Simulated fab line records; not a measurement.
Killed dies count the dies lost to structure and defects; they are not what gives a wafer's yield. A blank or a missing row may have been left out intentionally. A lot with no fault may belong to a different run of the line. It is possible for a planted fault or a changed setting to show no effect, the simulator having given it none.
A single fault, viewed from 2 desks ; flow sky130 ; only its own numbers are on each desk; what lay behind them is given at the end

== TOOL OWNER'S DESK, pvdSputter-02 ==
The tool's own readings at SKY_METAL5_SPUTTER_02 (material AlCu, target thk 1150 nm, time 61.2 s): means of the sampled wafers that have a number, for each lot that ran on this tool. A lot is out of limits, marked OUT, if its mean lies more than 4 standard deviations from the usual mean; the brackets give that distance.
Columns: A = throttleValvePct at SKY_METAL5_SPUTTER_02, usual 30.6 %
lot;first seen here;A
L830;day 43 02:34;30.7
L835;day 44 14:09;31.6
L836;day 44 23:04;30.7
L837;day 45 02:36;31.5
L839;day 45 15:04;30.8
L850;day 48 05:51;30.8
L851;day 48 08:37;30.0
L852;day 48 13:56;31.7
This desk found nothing out of limits on any of the 8 lots.

== FROM THE METROLOGY DESK ==
What the gauges read, lot by lot, whatever tool the lot ran on: means of the sampled wafers that have a number. A lot is out of limits, marked OUT, if its mean lies more than 4 standard deviations from the usual mean; the brackets give that distance.
Columns: A = CAP2M_TIN_THK at SKY_CAP2M_THK_MEAS_04, usual 204.9 nm; B = CAP2M_OVL at SKY_CAP2M_OVL_MEAS_12, usual -0.2 nm; C = cdNm at SKY_METAL4_CD_MEAS_13, usual 300.3 nm; D = METAL5_ALCU_RS at SKY_METAL5_RS_MEAS_05, usual 0.0271 ohm/sq; E = METAL5_ALCU_THK at SKY_METAL5_THK_MEAS_06, usual 1130 nm
lot;first seen here;A;B;C;D;E
L830;day 39 23:09;205.9;-0.8;300.9;0.0264;1152
L835;day 41 13:59;204.7;-0.9;300.7;0.0269;1139
L836;day 41 22:50;203.2;-0.8;302.2;0.0291 (+5.8) OUT;1066
L837;day 42 02:43;209.4;-0.6;301.1;0.0288 (+5.0) OUT;1078
L839;day 42 16:56;207.6;-1.1;300.0;0.0290 (+5.3) OUT;1071
L845;day 44 21:03;209.3;-2.2;301.7;0.0276;1108
L848;day 45 01:55;203.2;0.2;299.4;0.0272;1123
L850;day 45 14:13;204.7;-3.5;300.5;0.0273;1115
L851;day 45 17:39;206.1;-1.5;298.4;0.0269;1153
L852;day 45 23:26;204.4;2.2;298.9;0.0273;1119
This desk's result: L836, L837, L839 out of limits, first on L836 (METAL5_ALCU_RS at SKY_METAL5_RS_MEAS_05), day 44 23:11. Within limits: L830, L835, L845, L848, L850, L851, L852.

== PUT TOGETHER ==
The metrology desk could have raised an alarm at day 44 23:11, on L836, L837, L839.
Nothing out of limits was seen by the tool owner's desk.
The tool owner's desk has L836, L837, L839 on record, within its limits.
The lots listed all ran SKY_METAL5_SPUTTER_02 on pvdSputter-02.

== WHAT WAS PUT IN BY THE SIMULATOR ==
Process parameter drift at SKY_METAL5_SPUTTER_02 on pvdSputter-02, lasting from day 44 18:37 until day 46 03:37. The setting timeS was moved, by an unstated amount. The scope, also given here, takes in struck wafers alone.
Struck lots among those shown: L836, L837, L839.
Time in hours between the start of the fault and the first out-of-limits reading at each desk: metrology desk, 5.
